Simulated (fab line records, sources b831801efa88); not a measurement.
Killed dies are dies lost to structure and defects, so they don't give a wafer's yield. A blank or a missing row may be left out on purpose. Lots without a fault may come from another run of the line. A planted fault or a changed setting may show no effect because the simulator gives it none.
Which tool did it? | flow sky130 | 15 lots, 43 wafers sampled, at 1 step of a route of 708

WHAT THE GAUGES READ, wafer by wafer
The record holds no reading of a measuring or inspecting step that can be judged against a usual standard deviation.

WHICH TOOL RAN EACH LOT (tool, then ch and the chambers of the sampled wafers, then the start)
lot  | SKY_VIA2_SOFTBAKE_08
L562 | litho_track-03 ch 0, day 35 16:00
L563 | litho_track-01 ch 0, day 36 08:00
L565 | litho_track-01 ch 0, day 36 18:00
L567 | litho_track-03 ch 0, day 37 16:00
L568 | litho_track-03 ch 0, day 37 21:00
L569 | litho_track-02 ch 0, day 38 02:00
L570 | litho_track-02 ch 0, day 38 13:00
L572 | litho_track-01 ch 0, day 38 20:00
L573 | litho_track-01 ch 0, day 39 06:00
L574 | litho_track-01 ch 0, day 39 10:00
L575 | litho_track-01 ch 0, day 39 20:00
L577 | litho_track-01 ch 0, day 40 12:00
L583 | litho_track-03 ch 0, day 42 05:00
L584 | litho_track-02 ch 0, day 42 10:00
L585 | litho_track-02 ch 0, day 42 13:00
- SKY_VIA2_SOFTBAKE_08: time 90 s.

WHAT THE TOOLS THEMSELVES READ (means of the sampled wafers that have a number; where no wafer has one, the mark that the record gives instead)
SKY_VIA2_SOFTBAKE_08. Usual: run_length_s 119.19 s, standard deviation 0.19.
lot  | tool           | run_length_s (s) | flag
L562 | litho_track-03 | 119.16           |
L563 | litho_track-01 | 119.35           |
L565 | litho_track-01 | 119.41           |
L567 | litho_track-03 | 119.12           |
L568 | litho_track-03 | 119.22           |
L569 | litho_track-02 | 119.02           |
L570 | litho_track-02 | 119.00           |
L572 | litho_track-01 | 119.40           |
L573 | litho_track-01 | 119.34           |
L574 | litho_track-01 | 121.21           | OFF
L575 | litho_track-01 | 122.00           | OFF
L577 | litho_track-01 | 122.12           | OFF
L583 | litho_track-03 | 119.16           |
L584 | litho_track-02 | 119.01           |
L585 | litho_track-02 | 119.03           |

THE ANSWER, worked out from the rows above alone
Rule: a lot is off if the mean of its wafers that have a number lies more than 3 standard deviations from the usual mean. A lot without any number at a reading at which 4 lots or more have one is off too. The other lots that the step has rows for count as sound. The gauges are gone through in route order, then the tools' own readings, and for those a lot's mean is taken as printed above. The first step at which some lot is off is used, and at that step the reading that is off furthest; a lot without a number counts as furthest.
Off: L574, L575, L577, at SKY_VIA2_SOFTBAKE_08 (run_length_s).
A tool fits if, at that step or a process step before it, it ran every lot that is off, and no sound lot after the first of them. One fits: litho_track-01 at SKY_VIA2_SOFTBAKE_08. Its last sound lot is L573 (day 39 06:00), its first lot that is off L574 (day 39 10:00): a fault that began between those two fits.
The tool's own readings at SKY_VIA2_SOFTBAKE_08 bear it out: on the lots that are off they differ by more than 5 times the standard deviation of the sound lots' means. run_length_s reads 121.78 s there against 119.19 s on the sound lots.

WHAT THE SIMULATOR HAD PUT IN
Process parameter drift: litho_track-01, from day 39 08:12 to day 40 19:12, at SKY_VIA2_SOFTBAKE_08. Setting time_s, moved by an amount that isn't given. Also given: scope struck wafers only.
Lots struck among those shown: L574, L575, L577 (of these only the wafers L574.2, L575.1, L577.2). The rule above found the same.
